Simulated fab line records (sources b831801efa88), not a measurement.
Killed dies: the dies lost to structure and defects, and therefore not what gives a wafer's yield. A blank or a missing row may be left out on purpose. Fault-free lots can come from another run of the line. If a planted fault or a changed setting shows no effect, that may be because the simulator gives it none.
Comparing a struck lot with a sound one :: flow gf180mcu :: 14 out of 602 route steps
Sound: wafers L785.2, L785.3, L785.4. Wafers struck: L786.2, L786.3, L786.6. The cause is named last.
Order at every step that has rows: each side's tool, ch and its chambers, its first start. Under that, the readings that differ: sound wafers :: struck wafers :: difference of the means :: sigmas: that difference in standard deviations of wafers without a fault.
alike: readings whose means differ by less than 2 such deviations, and words and numbers that are the same on both sides. not compared: withheld readings, readings that some wafer has no value for, bounds like >300 that may hide the same value, and numbers for which the record gives no deviation and whose values overlap.
The two part at a step that has a row with sigmas, a row that says differs or no value, or rows on one side only. Numbers that don't overlap but have no deviation are shown without sigmas and don't part them. Lack of a reading on every wafer of one side parts them only where that side has two or more wafers.

first, 3 steps without rows for these wafers: GF_MVPSD_EXPOSE_04 (exposes mask MVPSD, target cd 1000 nm); GF_MVPSD_PEB_05; GF_MVPSD_DEVELOP_06 (develop time 60 s).
GF_MVPSD_OVL_MEAS_07:
  sound on overlay-02, day 8 01:17; struck on overlay-02, day 8 06:59
  alike: MVPSD_OVL
then, 2 steps without rows for these wafers: GF_MVPSD_IMPLANT_08; GF_MVPSD_IMPLANT_09.
GF_MVPSD_STRIP_10: strips in O2/N2.
  sound on plasma asher-01 ch 0,1, day 8 01:37; struck on plasma asher-04 ch 0,1, day 8 07:19
reading: heater power w (W)
sound: 299 302 290
struck: 345 352 349
difference: +52
sigmas: +2
  alike: drypump motor current A, oes product au, strip time to endpoint s
  not compared: rf hours counter h
GF_MVPSD_TW_MEAS_11:
  sound on film metro-04, day 8 01:43; struck on film metro-02, day 8 07:25
  alike: MVPSD_TW
then, 4 steps without rows for these wafers: GF_VT_IMPLANT_DEHYDRATE_00 (time 60 s); GF_VT_IMPLANT_HMDS_01 (prime time 60 s); GF_VT_IMPLANT_COAT_02 (resist thk 1000 nm); GF_VT_IMPLANT_SOFTBAKE_03 (time 60 s).
GF_VT_IMPLANT_EXPOSE_04: exposes mask LVPWELL LV AREA, target cd 600 nm.
  struck on iline stepper-02, day 8 15:26; sound on iline stepper-01 ch 0, day 8 09:47
  no value came back on the struck wafers for exposure dose mJ cm2, focus offset nm (nm); on the sound wafers exposure dose mJ cm2 reads 139.43 139.66 139.77
  alike: mask
next, for these wafers, 1 step has no rows: GF_VT_IMPLANT_PEB_05.

## WHERE THEY PART
At GF_MVPSD_STRIP_10 first; at GF_VT_IMPLANT_EXPOSE_04 last (within this record only).

WHY: what the simulator had put in
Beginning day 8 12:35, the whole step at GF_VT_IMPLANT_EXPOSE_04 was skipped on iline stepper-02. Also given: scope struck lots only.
